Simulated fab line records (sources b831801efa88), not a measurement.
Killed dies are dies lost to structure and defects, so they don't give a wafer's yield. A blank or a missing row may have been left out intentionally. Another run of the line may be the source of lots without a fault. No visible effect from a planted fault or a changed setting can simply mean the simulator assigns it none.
Code-filled problem report in 8D (eight disciplines) form / flow sfq-line / the parts of the form that need people (team, actions taken, sign-off) are left out

## 1. PROBLEM STATEMENT
spin-speed-rpm at SFQ_TRILAYER_L0_LITHO_COAT_005 reads a mean of 2620.6 rpm on 6 wafers of 2 lots; wafers without a fault read 2999.8 rpm with a standard deviation of 1.9. That is -99 or more standard deviations from the usual mean.
The step: resist thk 600 nm.
Seen first at day 4 21:02 on litho-track-04, wafer L702.1. The record has a number at this step for 18 wafers belonging to 6 lots. Rule for "out" (also "out of limits"): further than 4 standard deviations from the usual mean. Any other wafer with a number is counted as sound.

## 2. WHAT IT IS, AND WHAT IT ISN'T
question=which readings at this step | is=spin-speed-rpm | is not=resist-line-temp-C
question=which lots | is=L702, L703 | is not=L688, L699, L705, L708
question=which wafers of those lots | is=all that have a number | is not=-
question=read on which tools | is=litho-track-04 | is not=litho-track-01, litho-track-02
question=when | is=from day 4 21:02 | is not=up to then (6 sound wafers); but 6 sound wafers of L705, L708 came after

## 3. THE SUSPECTS, EACH WITH WHAT RULES IT OUT
Counting: a tool stays on the suspect list if, at a process step up to the reading, it processed all lots that are out and no sound lot following the first of them.
- litho-track-04 at SFQ_TRILAYER_L0_LITHO_COAT_005 (resist thk 600 nm): kept. Every lot that is out went through it, starting with L702 (day 4 21:02), and after that it ran no sound lot; the last sound lot it ran before then is L699 (day 4 06:02). Out on those wafers are its own readings of spin-speed-rpm.
After counting, what remains is litho-track-04 at SFQ_TRILAYER_L0_LITHO_COAT_005.

## 4. THE CAUSE (what the simulator had put in)
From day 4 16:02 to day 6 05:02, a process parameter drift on litho-track-04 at SFQ_TRILAYER_L0_LITHO_COAT_005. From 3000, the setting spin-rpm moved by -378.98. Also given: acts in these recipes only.
The count eliminated every tool but this one.

## 5. THE CHAIN OF EFFECTS, in route order
Each row: a reading whose mean over the struck wafers that have a number lies more than 3 standard deviations from the usual. Only readings whose record carries a usual standard deviation are examined. hours: median over the lots of the time between each lot's start at the first step of this table that gives one and its start at this step. sigmas: the change, counted in usual standard deviations.
hours=0; step=SFQ_TRILAYER_L0_LITHO_COAT_005; reading=spin-speed-rpm; usual=2999.8 rpm; on struck wafers=2620.6; change=-379.2; sigmas=-99 or more
Process steps it contains:
- SFQ_TRILAYER_L0_LITHO_COAT_005: resist thk 600 nm.

## 6. HOW IT WOULD HAVE BEEN CAUGHT EARLIER
5 hours passed between the start of the fault at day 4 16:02 and the first reading out of limits in this record, taken at day 4 21:02.
